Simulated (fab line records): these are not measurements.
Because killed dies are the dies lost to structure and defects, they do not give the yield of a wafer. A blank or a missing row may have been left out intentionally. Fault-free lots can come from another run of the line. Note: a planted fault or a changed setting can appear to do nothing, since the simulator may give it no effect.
Which tool is to blame?	flow sky130	33 wafers from 11 lots sampled at 4 of the route's 708 steps

== WHAT EACH GAUGE READ, for each wafer ==
SKY_CAP2M_RS_MEAS_03: measurement is done with a four-point probe.
lot	measured	on	CAP2M_TIN_RS (ohm/sq)
L823	day 39 22:59	filmMetro-02	6.90 6.94 6.89
L824	day 40 02:01	filmMetro-01	6.90 6.94 6.88
L825	day 40 10:37	filmMetro-02	6.95 6.93 6.91
L826	day 40 15:53	filmMetro-02	6.87 6.85 6.96
L829	day 41 16:01	filmMetro-04	6.92 6.96 6.87
L828	day 41 20:17	filmMetro-04	6.89 6.91 6.94
L831	day 42 13:35	filmMetro-04	6.87 6.89 6.93
L832	day 42 22:32	filmMetro-02	6.87 6.89 6.83
L839	day 44 16:47	filmMetro-01	6.79 6.83 6.77
L846	day 46 00:32	filmMetro-02	6.90 6.84 6.91
L845	day 46 02:45	filmMetro-04	6.95 6.95 6.90

SKY_VIA4_OVL_MEAS_11.
lot	measured	on	VIA4_OVL (nm)
L823	day 43 00:52	overlay-02	1.3 0.2 2.1
L824	day 43 04:22	overlay-01	0.0 0.0 0.6
L825	day 43 10:51	overlay-02	2.6 1.0 1.3
L826	day 43 16:49	overlay-02	-2.6 -0.8 -1.8
L829	day 44 14:43	overlay-02	0.0 0.4 -0.5
L828	day 44 18:49	overlay-01	0.4 -3.0 -0.5
L831	day 45 09:14	overlay-01	3.0 0.9 0.9
L832	day 45 17:59	overlay-02	0.2 1.2 0.1
L839	day 47 08:10	overlay-01	0.1 0.1 -0.5
L846	day 48 13:53	overlay-01	-1.6 1.0 0.9
L845	day 48 16:28	overlay-02	-0.5 -0.4 -1.6

== WHAT TOOL EACH LOT RAN ON (gives the tool, then ch and the chambers of the sampled wafers, and finally the start) ==
lot	SKY_METAL3_SPUTTER_01	SKY_CAP2M_METAL_ETCH_13
L823	pvdSputter-01, day 36 14:16	rieMetal-01 ch 0, day 41 00:02
L824	pvdSputter-01, day 36 17:51	rieMetal-03 ch 0,1, day 41 03:20
L825	pvdSputter-02, day 37 02:30	rieMetal-03 ch 0,1, day 41 10:01
L826	pvdSputter-01, day 37 07:27	rieMetal-03 ch 0,1, day 41 16:16
L829	pvdSputter-04, day 38 09:55	rieMetal-02 ch 1, day 42 14:29
L828	pvdSputter-02, day 38 14:07	rieMetal-01 ch 0,1, day 42 19:26
L831	pvdSputter-04, day 39 08:29	rieMetal-01 ch 0,1, day 43 11:47
L832	pvdSputter-01, day 39 17:37	rieMetal-02 ch 0, day 43 21:29
L839	pvdSputter-01, day 41 15:01	rieMetal-03 ch 0,1, day 45 13:50
L846	pvdSputter-02, day 43 01:12	rieMetal-03 ch 0,1, day 46 20:33
L845	pvdSputter-02, day 43 03:28	rieMetal-01 ch 0,1, day 46 23:01
- SKY_METAL3_SPUTTER_01: material TiN, target thk 20 nm, time 16.7 s.
- SKY_CAP2M_METAL_ETCH_13: etches TiN in Cl2/BCl3, stops on SiO2, target depth 220 nm, time 62.9 s.

== AS READ BY THE TOOLS THEMSELVES (means over the sampled wafers that have a number; for cases with no such wafer, the mark the record gives instead) ==
SKY_METAL3_SPUTTER_01.
lot	tool	throttleValvePct (%)
L823	pvdSputter-01	29.4
L824	pvdSputter-01	29.5
L825	pvdSputter-02	30.3
L826	pvdSputter-01	29.4
L829	pvdSputter-04	29.8
L828	pvdSputter-02	29.9
L831	pvdSputter-04	30.1
L832	pvdSputter-01	29.8
L839	pvdSputter-01	29.8
L846	pvdSputter-02	30.2
L845	pvdSputter-02	30.2

SKY_CAP2M_METAL_ETCH_13.
lot	tool	drypumpMotorCurrentA (A)	mfcCl2Sccm (sccm)	oesProductAu (a.u.)	rfFwdPowerW (W)	throttleValvePct (%)
L823	rieMetal-01	6.4	60.02	0.942	897	21.898
L824	rieMetal-03	5.8	60.08	0.942	891	21.904
L825	rieMetal-03	6.0	60.12	0.941	889	21.906
L826	rieMetal-03	5.7	60.16	0.944	892	21.906
L829	rieMetal-02	5.4	59.93	0.938	898	21.896
L828	rieMetal-01	5.4	59.93	0.940	890	21.902
L831	rieMetal-01	5.4	60.02	0.940	893	21.905
L832	rieMetal-02	5.3	60.10	0.942	896	21.893
L839	rieMetal-03	5.8	59.99	0.944	890	21.901
L846	rieMetal-03	5.8	59.93	0.942	891	21.901
L845	rieMetal-01	5.4	60.21	0.940	892	21.900

== THE ANSWER, worked out from the rows above alone ==
Rule: the usual values come from the lots themselves. Put in order of their means at a reading, lots are off if they are a third of the lots or fewer, leave a main group of 4 or more, and stand apart from it by a gap of 3 or more times the standard deviation of the main group's means; of several such gaps the widest counts. The tables above print the reading to a certain number of digits; a main group whose means all agree to those digits is not used. A lot without any number at a reading at which 4 lots or more have one is off too. All remaining lots with rows at the step are treated as sound. Order of review: gauges by route order, followed by the tools' own readings, for which a lot's mean as printed above is used. At the first step where some lot is off, the reading lying furthest off is the one used; lots without a number count as furthest.
Off: at SKY_CAP2M_RS_MEAS_03 (CAP2M_TIN_RS), L839. Main group: mean 6.90 ohm/sq, sd 0.02.
A tool fits if, at a process step before that reading, it ran every lot that is off, and no sound lot after the first of them. Those tools and the gauges at SKY_CAP2M_RS_MEAS_03 are tried in the same way. Undecided on this evidence; 2 tools fit (pvdSputter-01 at SKY_METAL3_SPUTTER_01, filmMetro-01 at SKY_CAP2M_RS_MEAS_03).

== WHAT THE SIMULATOR HAD INSERTED ==
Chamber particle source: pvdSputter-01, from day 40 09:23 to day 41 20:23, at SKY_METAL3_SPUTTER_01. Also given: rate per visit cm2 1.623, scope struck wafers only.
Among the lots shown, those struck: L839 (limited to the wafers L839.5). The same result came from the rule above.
